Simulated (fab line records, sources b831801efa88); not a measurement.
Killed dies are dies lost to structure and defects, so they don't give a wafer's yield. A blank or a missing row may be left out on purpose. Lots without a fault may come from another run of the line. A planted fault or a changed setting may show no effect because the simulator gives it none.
fab line records | flow sfq_line
record lots=14 wafers=42 last_day=92
route steps=325 shown I0@44
lots that met no fault: from a run of the same line without faults
start_h: hours from the record's first day to the start of the lot's first wafer shown | wait_h: hours since the lot's step before | " the same as in the row above | L1.1+2: a row that stands for several wafers | - no value, or no start given | * or withheld: withheld | < > ~ a bound
route shown NAME@n: a module of which the file shows steps, and the number in the route of the first | usual: mean/standard deviation of fault-free wafers | same: alike in all rows | chamber/n: place in a boat | sites: the reading at each site | _std_site: their standard deviation | _edge_site: outer sites' mean less inner sites' | radius_mm: how far each site lies from the wafer's centre | mask NAME#n: copy n | behind: the tool/chamber that last shaped the wafer | hold: why the lot was held/for how many hours/how that ended | device: the transistor (n, p or np) that didn't switch | end of line: the same wafers' tests at the end of the route | a step without rows: its recipe alone | killed: dies lost to structure and defects at the first sort, not the wafer's yield | map: a wafer's dies, x killed, . not, _ none there
set.NAME: the setting as run; set.NAME@STEP: as run at that earlier step | model.NAME: the simulator's own value behind a step, which no gauge read
steps of the route over a sample of lots; a table a step, a row a wafer
services: from which hour (start_h, from the record's first day; less than 0 if before it) a tool's chamber was out of use, for how many hours, and why
## steps
# step SFQ_TRILAYER_I0_CMP_CMP_028
# recipe material=SiO2 down_force_psi=3 platen_rpm=60 pad_velocity_m_s=0.94248
# usual motor_current_A=10.3/0.69 time_to_endpoint_s=208/7.5
# columns lot.wafer tool chamber start_h wait_h motor_current_A time_to_endpoint_s
L881.4 cmp-01 3 267.58 4.6 9.7 219
L881.5 " 3 269.58 6.6 9.8 226
L881.6 " 0 " " 9.6 217
L882.1 cmp-02 0 273.87 5.0 11.0 204
L882.2 " 2 274.87 6.0 10.3 216
L882.5 " 3 " " 10.9 213
L883.3 cmp-01 3 293.15 6.1 9.6 219
L883.1 " 0 " " 10.3 217
L883.4 " 1 " " 10.1 215
L885.1 cmp-01 1 310.65 8.4 9.4 193
L885.4 " 0 312.15 9.8 10.3 201
L885.5 " 2 313.15 10.8 12.1 214
L886.2 cmp-02 0 312.37 6.5 10.1 209
L886.4 " 2 313.37 7.4 10.3 209
L886.5 " 0 314.37 8.4 10.5 207
L888.2 cmp-02 3 336.89 0.1 10.7 212
L888.4 " 1 337.89 1.0 9.8 205
L888.1 " 2 " " 10.1 205
L889.4 cmp-02 2 347.48 1.0 10.0 211
L889.2 " 3 " " 11.2 211
L889.5 " 1 348.98 2.5 9.6 208
L890.4 cmp-02 1 351.29 0.0 9.2 203
L890.6 " 1 353.29 2.0 9.5 204
L890.5 " 2 " " 9.4 197
L891.2 cmp-01 2 361.57 0.5 11.0 215
L891.3 " 3 " " 9.8 212
L891.5 " 2 363.57 2.5 11.4 223
L895.3 cmp-02 3 395.96 0.0 11.2 191
L895.2 " 2 397.46 1.5 9.5 200
L895.5 " 0 398.46 2.5 10.6 209
L896.1 cmp-02 3 404.86 0.5 11.0 194
L896.3 " 0 " " 10.6 187
L896.5 " 3 406.86 2.5 10.4 204
L898.2 cmp-01 3 418.40 1.0 9.9 205
L898.1 " 0 " " 9.8 206
L898.5 " 1 " " 9.8 210
L903.2 cmp-02 2 472.32 0.5 10.5 203
L903.1 " 3 " " 10.7 215
L903.6 " 2 474.32 2.5 10.0 217
L904.1 cmp-01 3 492.25 6.1 10.3 198
L904.2 " 1 493.25 7.1 9.6 197
L904.6 " 3 494.25 8.1 9.1 210
# step SFQ_TRILAYER_I0_METRO_MEASURE_029
# usual thk_nm=199.2/1
# columns lot.wafer tool chamber start_h wait_h thk_nm
L881.4 film_metro-01 - 271.30 0.6 199.5
L881.5 " - " " 199.3
L881.6 " - " " 201.2
L882.1 film_metro-01 - 276.49 0.1 198.5
L882.2 " - " " 198.0
L882.5 " - " " 198.5
L883.1 film_metro-01 - 295.77 0.1 198.2
L883.3 " - " " 199.6
L883.4 " - " " 198.8
L885.1 film_metro-02 - 313.77 0.1 197.8
L885.4 " - " " 197.7
L885.5 " - " " 200.1
L886.2 film_metro-04 - 315.69 0.3 200.3
L886.4 " - " " 199.8
L886.5 " - " " 200.1
L888.1 film_metro-02 - 340.01 0.1 199.4
L888.2 " - " " 200.8
L888.4 " - " " 198.7
L889.2 film_metro-04 - 349.80 0.3 200.5
L889.4 " - " " 198.6
L889.5 " - " " 198.9
L890.4 film_metro-02 - 355.01 0.6 198.1
L890.5 " - " " 198.3
L890.6 " - " " 197.9
L891.2 film_metro-04 - 364.39 0.3 199.8
L891.3 " - " " 198.3
L891.5 " - " " 199.2
L895.2 film_metro-02 - 399.28 0.3 197.8
L895.3 " - " " 215.2
L895.5 " - " " 198.8
L896.1 film_metro-04 - 407.48 0.1 214.6
L896.3 " - " " 213.0
L896.5 " - " " 198.4
L898.1 film_metro-04 - 420.52 0.1 199.9
L898.2 " - " " 199.2
L898.5 " - " " 200.8
L903.1 film_metro-02 - 474.94 0.1 200.5
L903.2 " - " " 198.6
L903.6 " - " " 198.5
L904.1 film_metro-04 - 495.37 0.1 198.6
L904.2 " - " " 199.2
L904.6 " - " " 198.9
# step SFQ_TRILAYER_I0_VIA_ETCH_VIA_ETCH_034
# recipe target=SiO2 stop_on=Nb mask_material=PR taper_deg=20 chemistry=CHF3 target_depth_nm=260 source_w=500 bias_w=80 pressure_mtorr=30 time_s=withheld
# usual drypump_motor_current_A=5.7/0.35 oes_product_au=0.853/0.005
# columns lot.wafer tool chamber start_h wait_h drypump_motor_current_A oes_product_au
L881.4 rie_diel-02 0 303.66 0.0 5.8 0.852
L881.5 " 1 " " 5.4 0.854
L881.6 " 2 " " 6.0 0.862
L882.1 rie_diel-04 0 304.86 0.0 5.9 0.862
L882.2 " 1 " " 5.2 0.853
L882.5 " 0 " " 5.8 0.855
L883.1 rie_diel-04 0 309.66 0.0 5.8 0.845
L883.3 " 2 " " 5.5 0.854
L883.4 " 0 " " 5.8 0.851
L885.1 rie_diel-01 0 332.72 0.0 5.9 0.848
L885.4 " 2 " " 5.7 0.852
L885.5 " 0 " " 5.9 0.848
L886.2 rie_diel-02 3 335.12 0.0 6.2 0.848
L886.4 " 1 " " 5.3 0.859
L886.5 " 1 " " 5.3 0.850
L888.1 rie_diel-02 1 343.84 0.0 5.4 0.854
L888.2 " 3 " " 6.2 0.855
L888.4 " 0 " " 5.9 0.852
L889.2 rie_diel-04 0 353.12 0.0 5.8 0.852
L889.4 " 2 " " 5.5 0.851
L889.5 " 1 " " 5.2 0.847
L890.4 rie_diel-01 3 357.94 0.0 4.8 0.844
L890.5 " 1 " " 6.0 0.853
L890.6 " 0 " " 6.0 0.852
L891.2 rie_diel-02 0 367.84 0.0 5.8 0.858
L891.3 " 2 " " 6.0 0.850
L891.5 " 0 " " 5.9 0.848
L895.2 rie_diel-04 0 403.49 0.0 5.9 0.845
L895.3 " 1 " " 5.2 0.888
L895.5 " 0 " " 5.8 0.849
L896.1 rie_diel-02 3 411.01 0.0 6.2 0.884
L896.3 " 1 " " 5.3 0.887
L896.5 " 3 " " 6.2 0.855
L898.1 rie_diel-04 0 424.05 0.0 5.8 0.854
L898.2 " 2 " " 5.4 0.856
L898.5 " 1 " " 5.2 0.861
L903.1 rie_diel-02 0 628.63 0.0 5.9 0.857
L903.2 " 3 " " 6.2 0.846
L903.6 " 0 " " 5.9 0.852
L904.1 rie_diel-04 3 650.23 0.0 5.6 0.848
L904.2 " 2 " " 5.5 0.857
L904.6 " 2 " " 5.4 0.851
## services
# columns tool chamber start_h hours kind
cmp-01 - 245.17 16.4 repair
film_metro-04 - 254.63 1.0 pm
rie_diel-04 2 259.30 11.5 repair
film_metro-04 - 291.48 14.5 repair
rie_diel-04 3 300.07 6.0 repair
cmp-01 - 305.50 0.6 repair
rie_diel-04 1 305.75 8.1 repair
rie_diel-02 1 308.51 4.9 repair
cmp-02 - 317.36 0.4 repair
cmp-01 - 319.52 0.4 repair
cmp-02 - 322.52 2.0 repair
rie_diel-04 1 344.47 1.2 repair
film_metro-04 - 356.32 0.3 pm
rie_diel-04 3 369.14 6.3 repair
rie_diel-02 2 393.02 13.1 repair
cmp-02 - 407.36 4.0 pm
cmp-02 - 414.40 5.2 pm
rie_diel-02 0 437.75 3.7 repair
cmp-01 - 447.70 8.1 repair
rie_diel-04 - 447.70 0.8 repair
film_metro-04 - 451.67 2.3 pm
cmp-01 - 480.37 8.9 pm
film_metro-04 - 499.63 0.3 pm
cmp-02 - 502.42 4.6 pm
## key
first_sign step=SFQ_TRILAYER_I0_CMP_CMP_028 reading=time_to_endpoint_s direction=down sigmas=2.3 usual=* struck=*
effect step=SFQ_TRILAYER_I0_METRO_MEASURE_029 reading=thk_nm direction=up sigmas=15 usual=199.2 struck=214.3
effect step=SFQ_TRILAYER_I0_VIA_ETCH_VIA_ETCH_034 reading=oes_product_au direction=up sigmas=6.7 usual=0.853 struck=0.886
met_at SFQ_TRILAYER_I0_CMP_CMP_028
struck_lots L895,L896
struck_wafers L895.3,L896.1,L896.3
onset_between 351.29 395.96
fault kind=process_parameter_drift tool=cmp-02 chamber=- onset_h=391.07 steps=SFQ_TRILAYER_I0_CMP_CMP_028 channel=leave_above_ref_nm offset=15 shape=step end_h=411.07 scope=struck_wafers_only acts_in=these_recipes_only stated=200
